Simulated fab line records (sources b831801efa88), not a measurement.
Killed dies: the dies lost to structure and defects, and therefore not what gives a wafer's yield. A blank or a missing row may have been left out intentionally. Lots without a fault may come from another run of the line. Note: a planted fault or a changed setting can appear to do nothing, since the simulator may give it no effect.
Lot-split experiment + flow sfqLine + route with 325 steps; 5 lots, 23 wafers read

THE SPLIT ITSELF
At SFQ_TRILAYER_I0_VIA_LITHO_COAT_036 (resist thk 62 nm), the setting resistThkNm was moved away from the recipe's 62 nm on 9 of the 23 wafers read, by -5.1% to +4.5%. All remaining wafers had this setting at the recipe value.

The split's own step is where the reading is taken.

THE READING
BARC_of_TRILAYER_I0_VIA_LITHO_COAT_036.thkNm (the simulator's own value, which no gauge read), in nm, at SFQ_TRILAYER_I0_VIA_LITHO_COAT_036 (resist thk 62 nm). No usual value for it is given in the file. Across the 14 wafers here that went through the recipe, the average is 62.02 nm and the standard deviation 0.16 nm.

| wafer  | tool, chamber at the split | resistThkNm as run, nm | against the recipe | BARC_of_TRILAYER_I0_VIA_LITHO_COAT_036.thkNm, nm | against lot-mates on the recipe |
|--------|----------------------------|------------------------|--------------------|--------------------------------------------------|---------------------------------|
| L075.1 | lithoTrack-01, 0           | 58.81                  | -5.1%              | 58.82                                            | -3.45                           |
| L075.3 | lithoTrack-01, 0           | 62                     | recipe             | 62.22                                            | -                               |
| L075.4 | lithoTrack-01, 0           | 58.81                  | -5.1%              | 59                                               | -3.27                           |
| L075.5 | lithoTrack-01, 0           | 58.81                  | -5.1%              | 58.88                                            | -3.39                           |
| L075.6 | lithoTrack-01, 0           | 62                     | recipe             | 62.33                                            | -                               |
| L076.1 | lithoTrack-04, 0           | 62                     | recipe             | 61.8                                             | -                               |
| L076.2 | lithoTrack-04, 0           | 62                     | recipe             | 61.88                                            | -                               |
| L076.3 | lithoTrack-04, 0           | 64.81                  | +4.5%              | 64.77                                            | +2.92                           |
| L076.5 | lithoTrack-04, 0           | 64.81                  | +4.5%              | 64.66                                            | +2.81                           |
| L076.6 | lithoTrack-04, 0           | 62                     | recipe             | 61.87                                            | -                               |
| L077.1 | lithoTrack-04, 0           | 60.81                  | -1.9%              | 60.77                                            | -1.26                           |
| L077.3 | lithoTrack-04, 0           | 60.81                  | -1.9%              | 60.77                                            | -1.26                           |
| L077.2 | lithoTrack-04, 0           | 62                     | recipe             | 62.15                                            | -                               |
| L077.4 | lithoTrack-04, 0           | 62                     | recipe             | 61.98                                            | -                               |
| L077.6 | lithoTrack-04, 0           | 62                     | recipe             | 61.95                                            | -                               |
| L080.1 | lithoTrack-04, 0           | 62                     | recipe             | 61.93                                            | -                               |
| L080.2 | lithoTrack-04, 0           | 62                     | recipe             | 61.78                                            | -                               |
| L080.3 | lithoTrack-04, 0           | 62                     | recipe             | 62.11                                            | -                               |
| L080.5 | lithoTrack-04, 0           | 64.37                  | +3.8%              | 64.29                                            | +2.35                           |
| L080.6 | lithoTrack-04, 0           | 64.37                  | +3.8%              | 64.35                                            | +2.41                           |
| L082.3 | lithoTrack-04, 0           | 62                     | recipe             | 62.19                                            | -                               |
| L082.5 | lithoTrack-04, 0           | 62                     | recipe             | 62.15                                            | -                               |
| L082.6 | lithoTrack-04, 0           | 62                     | recipe             | 61.97                                            | -                               |

THE FIT
A straight line over all 23 wafers: BARC_of_TRILAYER_I0_VIA_LITHO_COAT_036.thkNm changes by +0.604 nm for each +1% of resistThkNm; r = +1.00; the points scatter about the line by 0.14 nm.
The same after taking each lot's own level away (the mean of its wafers on the recipe; 23 wafers): +0.643 nm for each +1%; r = +1.00; scatter 0.087 nm.
That fit puts the effect of the largest move of resistThkNm on the reading at 3.3 nm.
Measured against the standard deviation above, the lots' own levels, which go from 61.850 to 62.275 nm, span 2.6 times it.
The two slopes are in agreement: the lot-to-lot level therefore moves the slope only a little.
Check: with one of the wafers moved furthest among these (-5.1%) left out of the fit, the line predicts -3.3 nm for it against its lot-mates. It came out at -3.45 nm against them.

THESE WAFERS: OTHER SPLITS
Before the reading, these wafers also passed through other splits. Each is held against what the fit with the lots' levels taken away leaves over:
| other split on the same wafers                    | wafers away from the commonest value | r with BARC_of_TRILAYER_I0_VIA_LITHO_COAT_036.thkNm (lot level and that fit taken away) |
|---------------------------------------------------|--------------------------------------|-----------------------------------------------------------------------------------------|
| SFQ_TRILAYER_L0_DEP_SPUTTER_003 timeS             | 9                                    | -0.03                                                                                   |
| SFQ_TRILAYER_L0_LITHO_EXPOSE_006 doseMj           | 9                                    | -0.09                                                                                   |
| SFQ_TRILAYER_M0_DEP_SPUTTER_019 powerW            | 7                                    | -0.10                                                                                   |
| SFQ_TRILAYER_M0_LITHO_EXPOSE_022 doseMj           | 10                                   | -0.37                                                                                   |
| SFQ_TRILAYER_M0_ETCH_METAL_ETCH_024 pressureMtorr | 15                                   | +0.03                                                                                   |

THE FILE'S OWN FIT
BARC_of_TRILAYER_I0_VIA_LITHO_COAT_036.thkNm changes by +0.641 nm for each +1% of resistThkNm, r = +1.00.
